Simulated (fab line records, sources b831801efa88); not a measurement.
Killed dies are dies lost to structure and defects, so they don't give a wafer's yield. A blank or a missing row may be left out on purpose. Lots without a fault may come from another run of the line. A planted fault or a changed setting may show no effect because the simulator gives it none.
fab line records | flow sfq_line
record lots=7 wafers=19 last_day=83
route steps=325 shown M1@62 I1@73 M2@88
lots that met no fault: from a run of the same line without faults
start_h: hours from the record's first day to the start of the lot's first wafer shown | wait_h: hours since the lot's step before | " the same as in the row above | L1.1+2: a row that stands for several wafers | - no value, or no start given | * or withheld: withheld | < > ~ a bound
route shown NAME@n: a module of which the file shows steps, and the number in the route of the first | usual: mean/standard deviation of fault-free wafers | same: alike in all rows | chamber/n: place in a boat | sites: the reading at each site | _std_site: their standard deviation | _edge_site: outer sites' mean less inner sites' | radius_mm: how far each site lies from the wafer's centre | mask NAME#n: copy n | behind: the tool/chamber that last shaped the wafer | hold: why the lot was held/for how many hours/how that ended | device: the transistor (n, p or np) that didn't switch | end of line: the same wafers' tests at the end of the route | a step without rows: its recipe alone | killed: dies lost to structure and defects at the first sort, not the wafer's yield | map: a wafer's dies, x killed, . not, _ none there
set.NAME: the setting as run; set.NAME@STEP: as run at that earlier step | model.NAME: the simulator's own value behind a step, which no gauge read
lots at some steps of the route; a table a step, a row a wafer
services: from which hour (start_h, from the record's first day; less than 0 if before it) a tool's chamber was out of use, for how many hours, and why
## steps
# step SFQ_TRILAYER_M1_LITHO_COAT_044
# recipe resist=BARC spin_rpm=3000 resist_thk_nm=62
# step SFQ_TRILAYER_M1_LITHO_COAT_039
# recipe resist=KrF spin_rpm=3000 resist_thk_nm=600
# step SFQ_TRILAYER_M1_LITHO_SOFTBAKE_043
# recipe temp_c=withheld time_s=withheld resist=KrF
# step SFQ_TRILAYER_M1_LITHO_EXPOSE_040
# recipe mask_id=M1 na=0.6 source_shape=conventional sigma_outer=0.65 target_cd_nm=500 dose_mj=14.4
# step SFQ_TRILAYER_M1_LITHO_PEB_042
# recipe peb_temp_c=115 peb_time_s=60 resist=KrF
# step SFQ_TRILAYER_M1_LITHO_DEVELOP_041
# recipe time_s=60 resist=KrF
# step SFQ_M1_OVL_MEAS_911
# usual M1_OVL=-1/6.3
# columns lot.wafer tool chamber start_h wait_h M1_OVL[nm]
L635.1 overlay-02 - 329.33 0.1 -15
L635.3 " - " " -8
L635.4 " - " " -8
L642.2 overlay-02 - 450.95 0.1 3
L642.3 " - " " -3
L642.5 " - " " 4
L648.4 overlay-01 - 506.22 0.1 -6
L648.5 " - " " -8
L648.6 " - " " -4
L649.1 overlay-02 - 513.50 0.1 -4
L649.2 " - " " 3
L649.5 " - " " -5
L650.1 overlay-02 - 523.10 0.1 -3
L650.3 " - " " -1
L653.3 overlay-02 - 543.51 0.1 2
L653.5 " - " " 1
L657.1 overlay-02 - 562.00 0.1 3
L657.2 " - " " 5
L657.3 " - " " -1
# step SFQ_TRILAYER_M1_BARC_OPEN_METAL_ETCH_054
# recipe mask_material=PR chemistry=O2 target_depth_nm=125 target=BARC icp_w=600 bias_w=80 pressure_mtorr=10 time_s=41.7
# usual bias_w=80.06/0.22 drypump_motor_current_A=5.7/0.51 oes_product_au=0.685/0.0046
# columns lot.wafer tool chamber start_h wait_h bias_w drypump_motor_current_A oes_product_au rf_hours_counter_h
L635.1 rie_metal-01 1 329.37 0.0 79.97 5.7 0.680 46
L635.3 " 1 " " 80.24 5.6 0.680 -
L635.4 " 0 " " 80.06 5.3 0.676 -
L642.2 rie_metal-02 0 450.98 0.0 79.87 6.6 0.682 137
L642.3 " 1 " " 79.88 6.0 0.689 -
L642.5 " 1 " " 80.05 5.9 0.685 -
L648.4 rie_metal-01 0 506.26 0.0 79.96 5.3 0.688 -
L648.5 " 0 " " 79.65 5.3 0.682 -
L648.6 " 1 " " 79.70 5.7 0.684 -
L649.1 rie_metal-03 0 513.53 0.0 80.10 5.9 0.685 54
L649.2 " 1 " " 80.39 5.0 0.690 146
L649.5 " 0 " " 79.79 6.0 0.680 -
L650.1 rie_metal-03 1 523.13 0.0 80.35 5.0 0.694 148
L650.3 " 1 " " 80.43 5.0 0.688 -
L653.3 rie_metal-03 1 543.55 0.0 80.41 5.0 0.689 -
L653.5 " 1 " " 80.09 5.0 0.683 -
L657.1 rie_metal-03 0 562.03 0.0 80.02 5.9 0.686 61
L657.2 " 1 " " 80.14 5.0 0.677 153
L657.3 " 1 " " 79.91 5.0 0.685 -
# step SFQ_TRILAYER_M1_ETCH_METAL_ETCH_042
# recipe target=Nb stop_on=SiO2 mask_material=PR chemistry=Cl2/Ar target_depth_nm=240 icp_w=600 bias_w=80 pressure_mtorr=10 time_s=120
# step SFQ_TRILAYER_M1_STRIP_STRIP_043
# recipe gas=O2 power_w=200 platen_temp_c=40 overash_fraction=0.65 chemistry=O2 pressure_mtorr=50
# usual drypump_motor_current_A=5.7/0.52 oes_product_au=0.996/0.0069 platen_temp_c=39.97/0.11
# columns lot.wafer tool chamber start_h wait_h drypump_motor_current_A oes_product_au platen_temp_c rf_hours_counter_h
L635.1 rie_metal-01 1 329.55 0.1 5.7 0.994 39.99 46
L635.3 " 1 " " 5.7 0.990 39.92 -
L635.4 " 0 " " 5.3 0.978 39.90 -
L642.2 rie_metal-02 0 451.17 0.1 6.6 1.004 39.85 137
L642.3 " 1 " " 6.0 0.988 40.01 -
L642.5 " 1 " " 6.0 0.986 39.97 -
L648.4 rie_metal-01 0 506.62 0.2 5.3 0.998 39.96 -
L648.5 " 0 " " 5.3 1.000 39.95 -
L648.6 " 1 " " 5.7 0.990 39.97 -
L649.1 rie_metal-03 0 513.72 0.1 6.0 0.992 39.89 54
L649.2 " 1 " " 5.0 0.996 39.96 146
L649.5 " 0 " " 6.0 0.999 40.08 -
L650.1 rie_metal-03 1 523.32 0.1 5.0 0.999 39.91 148
L650.3 " 1 " " 5.0 0.998 39.90 -
L653.3 rie_metal-03 1 543.92 0.2 5.0 0.992 39.84 -
L653.5 " 1 " " 5.0 1.003 39.84 -
L657.1 rie_metal-03 0 562.22 0.1 5.9 0.991 40.14 61
L657.2 " 1 " " 5.0 0.992 39.86 153
L657.3 " 1 " " 5.0 0.995 39.90 -
# step SFQ_TRILAYER_M1_STRIP_SOLV_CLEAN_044
# recipe chemistry=NMP temp_c=70 time_s=600
# step SFQ_TRILAYER_I1_DEP_PECVD_045
# recipe material=SiO2 temp_c=150 time_s=111.11 pressure_torr=2.4 rf_w=183.3 precursor=SiH4/N2O target_thk_nm=500
# usual heater_power_w=80/12 throttle_valve_pct=24.7/1.4
# columns lot.wafer tool chamber start_h wait_h heater_power_w throttle_valve_pct
L635.1 pecvd-02 1 330.33 0.0 64 22.4
L635.3 " 0 " " 74 22.6
L635.4 " 2 " " 88 23.1
L642.2 pecvd-04 0 451.94 0.0 67 24.1
L642.3 " 1 " " 87 23.4
L642.5 " 0 " " 71 24.1
L648.4 pecvd-03 2 507.24 0.0 92 25.9
L648.5 " 1 " " 75 25.5
L648.6 " 0 " " 92 26.5
L649.1 pecvd-03 2 514.49 0.0 89 25.9
L649.2 " 0 " " 92 26.8
L649.5 " 2 " " 94 26.0
L650.1 pecvd-03 0 524.09 0.0 100 26.7
L650.3 " 1 " " 74 25.4
L653.3 pecvd-04 2 544.49 0.0 82 25.9
L653.5 " 0 " " 69 24.2
L657.1 pecvd-02 1 562.99 0.0 65 22.8
L657.2 " 0 " " 70 23.2
L657.3 " 2 " " 73 24.2
# step SFQ_TRILAYER_I1_CMP_CMP_046
# recipe material=SiO2 down_force_psi=3 platen_rpm=60 pad_velocity_m_s=0.94248
# usual motor_current_A=10.7/0.64 retaining_ring_pressure_frac=1.000/0.0054 time_to_endpoint_s=215/6.6
# columns lot.wafer tool chamber start_h wait_h motor_current_A retaining_ring_pressure_frac time_to_endpoint_s model.SiO2_of_TRILAYER_I1_DEP_PECVD_045.thk_nm
L635.1 cmp-01 0 345.62 15.3 11.1 1.006 205 199.7
L635.4 " 1 " " 11.0 1.000 219 198.5
L635.3 " 2 " " 10.5 0.988 208 201.4
L642.3 cmp-02 2 459.88 7.9 11.9 0.999 225 199.1
L642.2 " 0 460.88 8.9 9.9 0.997 221 200.7
L642.5 " 1 " " 10.0 0.995 226 199.8
L648.4 cmp-02 0 507.55 0.3 10.0 0.990 211 200.7
L648.5 " 0 509.55 2.3 10.2 0.994 213 200.5
L648.6 " 1 " " 9.7 1.001 217 200.3
L649.1 cmp-02 3 514.57 0.0 11.2 1.008 216 199.8
L649.2 " 0 " " 10.3 1.006 212 199.5
L649.5 " 0 517.07 2.5 10.1 1.003 213 215.4
L650.1 cmp-02 3 524.17 0.0 10.6 1.004 210 200.1
L650.3 " 2 525.67 1.5 11.7 1.006 201 214.7
L653.3 cmp-02 1 546.07 1.5 10.0 1.000 207 214.8
L653.5 " 2 " " 11.5 1.004 206 214.8
L657.3 cmp-01 2 566.09 3.1 10.5 1.002 218 200.4
L657.2 " 3 " " 11.2 0.986 206 199.4
L657.1 " 0 " " 11.1 0.998 200 200.2
# step SFQ_I1_BOW_MEAS_912
# recipe mode=bow
# usual I1_BOW=0/8.2
# columns lot.wafer tool chamber start_h wait_h I1_BOW[um]
L635.1 film_metro-01 - 348.85 2.7 -4
L635.3 " - " " 1
L635.4 " - " " -4
L642.2 film_metro-04 - 462.40 1.0 -2
L642.3 " - " " -9
L642.5 " - " " 3
L648.4 film_metro-01 - 510.61 2.6 0
L648.5 " - " " -3
L648.6 " - " " -1
L649.1 film_metro-02 - 517.57 2.5 12
L649.2 " - " " -2
L649.5 " - " " 1
L650.1 film_metro-02 - 527.17 2.5 -9
L650.3 " - " " -9
L653.3 film_metro-02 - 547.61 1.0 -4
L653.5 " - " " 13
L657.1 film_metro-04 - 569.09 1.5 1
L657.2 " - " " 10
L657.3 " - " " 5
# step SFQ_TRILAYER_I1_METRO_MEASURE_047
# usual thk_nm=200.1/0.89
# columns lot.wafer tool chamber start_h wait_h thk_nm
L635.1 film_metro-01 - 348.97 0.1 199.5
L635.3 " - " " 201.4
L635.4 " - " " 198.4
L642.2 film_metro-04 - 462.70 0.3 200.7
L642.3 " - " " 199.2
L642.5 " - " " 199.7
L648.4 film_metro-01 - 511.27 0.6 200.8
L648.5 " - " " 200.6
L648.6 " - " " 200.3
L649.1 film_metro-02 - 517.69 0.1 199.6
L649.2 " - " " 199.5
L649.5 " - " " 215.3
L650.1 film_metro-02 - 527.29 0.1 200.3
L650.3 " - " " 214.8
L653.3 film_metro-02 - 548.09 0.5 214.7
L653.5 " - " " 214.7
L657.1 film_metro-04 - 569.21 0.1 200.2
L657.2 " - " " 199.4
L657.3 " - " " 200.5
# step SFQ_TRILAYER_I1_VIA_LITHO_COAT_054
# recipe resist=BARC spin_rpm=3000 resist_thk_nm=62
# step SFQ_TRILAYER_I1_VIA_LITHO_COAT_049
# recipe resist=KrF spin_rpm=3000 resist_thk_nm=650
# step SFQ_TRILAYER_I1_VIA_LITHO_SOFTBAKE_053
# recipe temp_c=withheld time_s=withheld resist=KrF
# step SFQ_TRILAYER_I1_VIA_LITHO_EXPOSE_050
# recipe mask_id=I1 na=0.6 source_shape=conventional sigma_outer=0.65 target_cd_nm=500 dose_mj=21.3
# step SFQ_TRILAYER_I1_VIA_LITHO_PEB_052
# recipe peb_temp_c=115 peb_time_s=60 resist=KrF
# step SFQ_TRILAYER_I1_VIA_LITHO_DEVELOP_051
# recipe time_s=60 resist=KrF
# step SFQ_I1_OVL_MEAS_913
# usual I1_OVL=-5/5.5
# columns lot.wafer tool chamber start_h wait_h I1_OVL[nm]
L635.1 overlay-02 - 480.88 0.1 -14
L635.3 " - " " -5
L635.4 " - " " -4
L642.2 overlay-01 - 619.83 0.1 -3
L642.3 " - " " -4
L642.5 " - " " -8
L648.4 overlay-01 - 664.49 0.1 -6
L648.5 " - " " 1
L648.6 " - " " -7
L649.1 overlay-02 - 671.67 0.1 -5
L649.2 " - " " -6
L649.5 " - " " -2
L650.1 overlay-02 - 683.22 0.1 -7
L650.3 " - " " -17
L653.3 overlay-02 - 703.63 0.1 -10
L653.5 " - " " -7
L657.1 overlay-01 - 722.82 0.1 -7
L657.2 " - " " -19
L657.3 " - " " -15
# step SFQ_TRILAYER_I1_VIA_BARC_OPEN_VIA_ETCH_071
# recipe mask_material=PR chemistry=O2 target_depth_nm=125 target=BARC source_w=500 bias_w=80 pressure_mtorr=30 time_s=41.7
# step SFQ_TRILAYER_I1_VIA_ETCH_VIA_ETCH_052
# recipe target=SiO2 stop_on=Nb mask_material=PR taper_deg=20 chemistry=CHF3 target_depth_nm=260 source_w=500 bias_w=80 pressure_mtorr=30 time_s=withheld
# usual bias_w=80.04/0.23 drypump_motor_current_A=5.7/0.42 oes_product_au=0.855/0.0056
# columns lot.wafer tool chamber start_h wait_h bias_w drypump_motor_current_A oes_product_au model.etch.depth_nm model.I1.feature_depth_nm
L635.1 rie_diel-01 0 480.95 0.0 79.94 5.8 0.861 199.7 199.7
L635.3 " 1 " " 79.84 5.8 0.865 201.4 201.4
L635.4 " 3 " " 80.04 5.1 0.855 198.5 198.5
L642.2 rie_diel-01 3 619.90 0.0 80.07 5.1 0.856 200.7 200.7
L642.3 " 0 " " 79.65 5.9 0.847 199.1 199.1
L642.5 " 3 " " 80.33 5.1 0.854 199.8 199.8
L648.4 rie_diel-02 0 664.55 0.0 80.44 6.3 0.851 200.7 200.7
L648.5 " 3 " " 80.14 5.3 0.862 200.5 200.5
L648.6 " 0 " " 79.91 6.3 0.857 200.3 200.3
L649.1 rie_diel-02 3 671.75 0.0 79.80 5.3 0.851 199.8 199.8
L649.2 " 1 " " 79.97 5.1 0.849 199.5 199.5
L649.5 " 1 " " 79.89 5.0 0.894 215.4 215.4
L650.1 rie_diel-02 1 683.30 0.0 79.77 5.1 0.857 200.1 200.1
L650.3 " 3 " " 79.92 5.3 0.892 214.7 214.7
L653.3 rie_diel-03 3 703.70 0.0 79.88 5.8 0.890 214.8 214.8
L653.5 " 1 " " 79.99 5.6 0.891 214.8 214.8
L657.1 rie_diel-01 1 722.90 0.0 79.96 5.8 0.862 200.2 200.2
L657.2 " 2 " " 80.01 5.6 0.850 199.4 199.4
L657.3 " 3 " " 80.09 5.1 0.860 200.4 200.4
# step SFQ_TRILAYER_I1_VIA_STRIP_STRIP_053
# recipe gas=O2 power_w=200 platen_temp_c=40 overash_fraction=0.65 chemistry=O2 pressure_mtorr=50
# usual drypump_motor_current_A=5.8/0.47 oes_product_au=0.999/0.008 platen_temp_c=39.99/0.11
# columns lot.wafer tool chamber start_h wait_h drypump_motor_current_A oes_product_au platen_temp_c rf_hours_counter_h
L635.1 rie_metal-04 0 481.07 - 6.2 1.006 40.02 27
L635.3 " 0 " " 6.2 1.000 39.94 -
L635.4 " 1 " " 5.3 1.019 39.99 -
L642.2 rie_metal-01 0 620.01 - 5.3 1.006 39.92 108
L642.3 " 0 " " 5.3 1.000 40.14 -
L642.5 " 0 " " 5.3 1.007 39.94 -
L648.4 rie_metal-02 0 664.86 - 6.6 0.995 39.84 -
L648.5 " 1 " " 5.9 0.995 39.88 -
L648.6 " 0 " " 6.6 0.985 39.74 -
L649.1 rie_metal-04 1 671.86 - 5.3 1.009 39.89 54
L649.2 " 0 " " 6.2 0.996 40.09 50
L649.5 " 0 " " 6.2 1.001 40.01 -
L650.1 rie_metal-04 0 683.41 - 6.2 0.991 40.21 52
L650.3 " 0 " " 6.2 1.002 39.87 -
L653.3 rie_metal-04 0 704.01 - 6.2 0.994 40.17 -
L653.5 " 1 " " 5.3 1.003 39.94 -
L657.1 rie_metal-02 0 723.01 - 6.6 0.992 40.01 19
L657.2 " 1 " " 6.0 1.003 39.97 69
L657.3 " 0 " " 6.6 0.988 39.93 -
# step SFQ_TRILAYER_I1_VIA_STRIP_SOLV_CLEAN_054
# recipe chemistry=NMP temp_c=70 time_s=600
# step SFQ_TRILAYER_M2_DEP_PRE_CLEAN_056
# recipe gas=Ar time_s=22.5 bias_v=250
# columns lot.wafer tool chamber start_h wait_h model.SiO2_of_TRILAYER_I1_DEP_PECVD_045.thk_nm
L635.1 pvd_sputter-03 - 481.84 0.0 192.2
L635.3 " - " " 193.9
L635.4 " - " " 191
L642.2 pvd_sputter-06 - 620.79 0.0 193.2
L642.3 " - " " 191.6
L642.5 " - " " 192.3
L648.4 pvd_sputter-06 - 665.44 0.0 193.2
L648.5 " - " " 193
L648.6 " - " " 192.8
L649.1 pvd_sputter-06 - 672.64 0.0 192.3
L649.2 " - " " 192
L649.5 " - " " 207.9
L650.1 pvd_sputter-03 - 684.19 0.0 192.6
L650.3 " - " " 207.2
L653.3+5 pvd_sputter-04 - 704.59 0.0 207.3
L657.1 pvd_sputter-06 - 723.79 0.0 192.7
L657.2 " - " " 191.9
L657.3 " - " " 192.9
# step SFQ_TRILAYER_M2_DEP_SPUTTER_055
# recipe material=Nb base_pressure_pa=1.33e-06 chamber_pressure_pa=0.1333 substrate_temp_c=20 resputter_cathode_voltage_v=400 target_thk_nm=200 power_w=2000 time_s=133.3
# usual throttle_valve_pct=29.8/0.87
# columns lot.wafer tool chamber start_h wait_h throttle_valve_pct
L635.1 pvd_sputter-03 - 481.87 0.0 29.4
L635.3 " - " " 31.7
L635.4 " - " " 28.7
L642.2 pvd_sputter-06 - 620.82 0.0 29.7
L642.3 " - " " 29.1
L642.5 " - " " 29.5
L648.4 pvd_sputter-06 - 665.47 0.0 30.2
L648.5 " - " " 29.8
L648.6 " - " " 29.4
L649.1 pvd_sputter-06 - 672.67 0.0 29.4
L649.2 " - " " 30.1
L649.5 " - " " 29.2
L650.1 pvd_sputter-03 - 684.24 0.0 31.6
L650.3 " - " " 29.1
L653.3 pvd_sputter-04 - 704.62 0.0 29.9
L653.5 " - " " 28.5
L657.1 pvd_sputter-06 - 723.82 0.0 29.5
L657.2 " - " " 29.1
L657.3 " - " " 30.3
## services
# columns tool chamber start_h hours kind
cmp-02 - 312.35 5.0 pm
cmp-02 - 318.40 2.1 repair
pvd_sputter-03 - 319.82 3.9 repair
pvd_sputter-03 - 320.18 6.4 repair
rie_metal-01 1 335.83 6.1 repair
cmp-02 - 355.45 6.2 repair
cmp-02 - 393.72 0.9 repair
pvd_sputter-03 - 400.26 8.8 repair
cmp-02 - 407.35 4.0 pm
cmp-02 - 414.35 18.0 pm
pvd_sputter-06 - 421.22 1.2 repair
pvd_sputter-03 - 433.06 1.2 repair
rie_metal-03 0 443.73 8.6 repair
rie_metal-02 0 455.97 6.4 repair
rie_metal-02 1 461.80 3.8 repair
rie_metal-01 - 508.64 15.6 pm
pvd_sputter-06 - 556.88 7.3 repair
rie_metal-02 1 559.29 4.9 repair
cmp-02 - 559.57 5.0 pm
pvd_sputter-06 - 569.20 4.4 repair
rie_metal-03 0 616.56 1.3 repair
cmp-02 - 640.55 1.5 repair
cmp-02 - 658.46 1.6 repair
pvd_sputter-06 - 663.17 1.2 repair
## key
first_sign step=SFQ_TRILAYER_I1_METRO_MEASURE_047 reading=thk_nm direction=up sigmas=17 usual=200.1 struck=214.9
effect step=SFQ_TRILAYER_I1_VIA_ETCH_VIA_ETCH_052 reading=oes_product_au direction=up sigmas=6.7 usual=0.855 struck=0.892
model_effect step=SFQ_TRILAYER_I1_CMP_CMP_046 value=SiO2_of_TRILAYER_I1_DEP_PECVD_045.thk_nm without=199.9 struck=214.9
model_effect step=SFQ_TRILAYER_I1_VIA_ETCH_VIA_ETCH_052 value=etch.depth_nm without=199.9 struck=214.9
model_effect step=SFQ_TRILAYER_M2_DEP_PRE_CLEAN_056 value=SiO2_of_TRILAYER_I1_DEP_PECVD_045.thk_nm without=192.4 struck=207.4
met_at SFQ_TRILAYER_I1_CMP_CMP_046
struck_wafers L649.5,L650.3,L653.3,L653.5
onset_between 507.55 514.57
fault kind=process_parameter_drift tool=cmp-02 chamber=- onset_h=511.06 steps=SFQ_TRILAYER_I1_CMP_CMP_046 channel=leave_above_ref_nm offset=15 shape=step end_h=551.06 scope=struck_wafers_only acts_in=these_recipes_only stated=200
